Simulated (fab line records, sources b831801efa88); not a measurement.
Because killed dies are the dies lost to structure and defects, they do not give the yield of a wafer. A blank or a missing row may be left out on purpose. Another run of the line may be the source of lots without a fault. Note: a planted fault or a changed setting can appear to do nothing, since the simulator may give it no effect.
One fault seen from 2 desks	flow gf180mcu	each desk has only its own numbers; what lay behind them comes last

## TOOL OWNER'S DESK, rie-diel-03
The tool's own readings at GF_HV_LDD_ETCHBACK_58 (etches Si3N4 in CH3F/O2, stops on SiO2, time 100 s, target depth 90 nm): means of the sampled wafers that have a number, for each lot that ran on this tool. Marked OUT: a lot whose mean sits more than 4 standard deviations from the usual mean, which makes it out of limits; the brackets give that distance.
Columns: A = drypump-motor-current-A at GF_HV_LDD_ETCHBACK_58, usual 5.8 A; B = oes-product-au at GF_HV_LDD_ETCHBACK_58, usual 0.841 a.u.; C = rf-fwd-power-W at GF_HV_LDD_ETCHBACK_58, usual 398.0 W; D = throttle-valve-pct at GF_HV_LDD_ETCHBACK_58, usual 10.561 %
lot	first seen here	A	B	C	D
L631	day 12 20:18	6.1	0.839	398.1	10.561
L633	day 13 09:31	6.1	0.841	398.2	10.561
L640	day 16 12:49	6.1	0.835	451.4 (+36) OUT	10.560
This desk's finding: out of limits on L640; first on L640, day 16 12:49 (rf-fwd-power-W at GF_HV_LDD_ETCHBACK_58). Within limits: L631, L633.

## METROLOGY DESK
Lot by lot, what the gauges showed, no matter which tool ran the lot: averages of those sampled wafers that carry a number. Marked OUT: a lot whose mean sits more than 4 standard deviations from the usual mean, which makes it out of limits; the brackets give that distance.
Columns: A = POLY_GATE_OVL at GF_POLY_GATE_OVL_MEAS_11, usual -2 nm; B = HV_LDD_OVL at GF_HV_LDD_OVL_MEAS_08, usual 0.4 nm; C = HV_LDD_01_OVL at GF_HV_LDD_OVL_MEAS_20, usual -1.2 nm
lot	first seen here	A	B	C
L631	day 9 13:16	1	3.3	-2.6
L632	day 9 21:13	5	-1.3	-0.9
L633	day 10 02:58	-0	0.2	0.2
L636	day 11 04:20	-4	-0.1	-2.1
L640	day 12 15:06	-6	1.1	-1.1
L642	day 13 11:39	-7	0.4	-1.6
L643	day 13 11:46	-3	1.3	-3.8
L644	day 13 19:18	5	-1.9	0.5
L648	day 14 13:51	-2	1.1	-2.6
L650	day 15 05:19	1	-0.8	-2.0
L651	day 15 13:22	3	0.9	-4.0
L652	day 16 00:40	-4	2.4	-2.6
L653	day 16 02:52	-3	0.5	-0.8
This desk found nothing out of limits on any of the 13 lots.

## PUT TOGETHER
An alarm could have come from the tool owner's desk at day 16 12:49, on L640.
The metrology desk saw nothing out of limits.
The metrology desk has L640 on record, within its limits.
Of the lots named, all ran GF_HV_LDD_ETCHBACK_58 on rie-diel-03.

## WHAT WAS PUT IN BY THE SIMULATOR
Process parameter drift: rie-diel-03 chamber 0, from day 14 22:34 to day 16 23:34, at GF_HV_LDD_ETCHBACK_58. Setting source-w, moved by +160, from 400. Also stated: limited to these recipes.
Shown lots that were struck: L640.
How many hours passed from the start of the fault until each desk's first out-of-limits reading: the tool owner's desk, 38.
